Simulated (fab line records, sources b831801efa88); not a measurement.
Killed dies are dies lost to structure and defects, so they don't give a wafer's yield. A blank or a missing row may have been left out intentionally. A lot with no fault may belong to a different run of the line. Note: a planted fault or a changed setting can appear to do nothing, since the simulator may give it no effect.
2 desks, one fault + flow sky130 + what lay behind the numbers comes last; until then each desk has only its own

== AT THE TOOL OWNER'S DESK: iline-stepper-02 ==
The tool's own readings at SKY_VT_ADJUST_LVTN_EXPOSE_04 (exposes mask NWM COMPLEMENT LESS NATIVE, target cd 840 nm): means of the sampled wafers that have a number, for each lot that ran on this tool. If a lot's mean is further than 4 standard deviations from the usual mean, the lot is out of limits and carries the mark OUT (the distance appears in the brackets).
Columns: A = focus-offset-nm at SKY_VT_ADJUST_LVTN_EXPOSE_04, usual 0.0 nm; B = reticle-temp-C at SKY_VT_ADJUST_LVTN_EXPOSE_04, usual 22.98 C
| lot  | first seen here | A    | B     |
|------|-----------------|------|-------|
| L661 | day 7 12:55     | 0.4  | 22.93 |
| L665 | day 8 03:37     | -0.3 | 23.02 |
| L666 | day 8 17:05     | 0.3  | 22.98 |
| L667 | day 8 18:00     | -0.1 | 22.99 |
| L668 | day 9 05:40     | 0.1  | 22.91 |
Result from this desk: across the 5 lots, nothing is out of limits.

== THE METROLOGY DESK ==
Means of the sampled wafers that have a number, per lot and without regard to the tool the lot ran on: this is what the gauges read. If a lot's mean is further than 4 standard deviations from the usual mean, the lot is out of limits and carries the mark OUT (the distance appears in the brackets).
Columns: A = DNWELL_TW at SKY_DNWELL_TW_MEAS_09, usual 1100; B = PWDE_OVL at SKY_PWDE_OVL_MEAS_07, usual 0.5 nm; C = VT_ADJUST_LVTN_OVL at SKY_VT_ADJUST_LVTN_OVL_MEAS_07, usual 0.3 nm; D = VT_ADJUST_LVTN_2_TW at SKY_VT_ADJUST_LVTN_TW_MEAS_21, usual 185.0
| lot  | first seen here | A    | B    | C                       | D     |
|------|-----------------|------|------|-------------------------|-------|
| L660 | day 3 18:11     | 1085 | 0.5  | -1.5                    | 185.4 |
| L661 | day 4 05:01     | 1107 | -0.1 | 1.7                     | 184.3 |
| L662 | day 4 05:17     | 1108 | 0.5  | -1.8                    | 184.5 |
| L665 | day 4 18:04     | 1104 | 1.4  | 321.6 (+99 or more) OUT | 184.1 |
| L666 | day 5 04:26     | 1098 | 0.9  | 321.0 (+99 or more) OUT | 185.0 |
| L667 | day 5 04:47     | 1111 | -1.6 | 319.0 (+99 or more) OUT | 184.8 |
| L668 | day 5 13:31     | 1091 | 0.8  | 318.9 (+99 or more) OUT | 185.6 |
| L674 | day 6 17:14     | 1106 | 0.0  | -0.5                    | 185.7 |
| L675 | day 6 17:22     | 1105 | 1.8  | 0.6                     | 184.4 |
| L676 | day 7 00:01     | 1108 | 0.1  | -0.4                    | 183.8 |
| L678 | day 7 11:02     | 1097 | 2.1  | -0.5                    | 185.3 |
| L679 | day 7 11:55     | 1096 | 1.9  | -1.0                    | 183.2 |
This desk finds L665, L666, L667, L668 out of limits, with the earliest case on L665 at day 8 13:38 (VT_ADJUST_LVTN_OVL at SKY_VT_ADJUST_LVTN_OVL_MEAS_07). L660, L661, L662, L674, L675, L676, L678, L679: within limits.

== TAKEN TOGETHER ==
An alarm was possible from the metrology desk at day 8 13:38, on L665, L666, L667, L668.
Nothing out of limits was seen by the tool owner's desk.
On record at the tool owner's desk: L665, L666, L667, L668, within its limits.
The lots listed all ran SKY_VT_ADJUST_LVTN_EXPOSE_04 on iline-stepper-02.

== WHAT WAS PUT IN BY THE SIMULATOR ==
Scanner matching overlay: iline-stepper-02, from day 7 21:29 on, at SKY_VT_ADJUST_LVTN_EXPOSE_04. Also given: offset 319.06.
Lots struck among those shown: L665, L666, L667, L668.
Delay in hours, fault start to first out-of-limits reading, per desk: metrology desk 16.
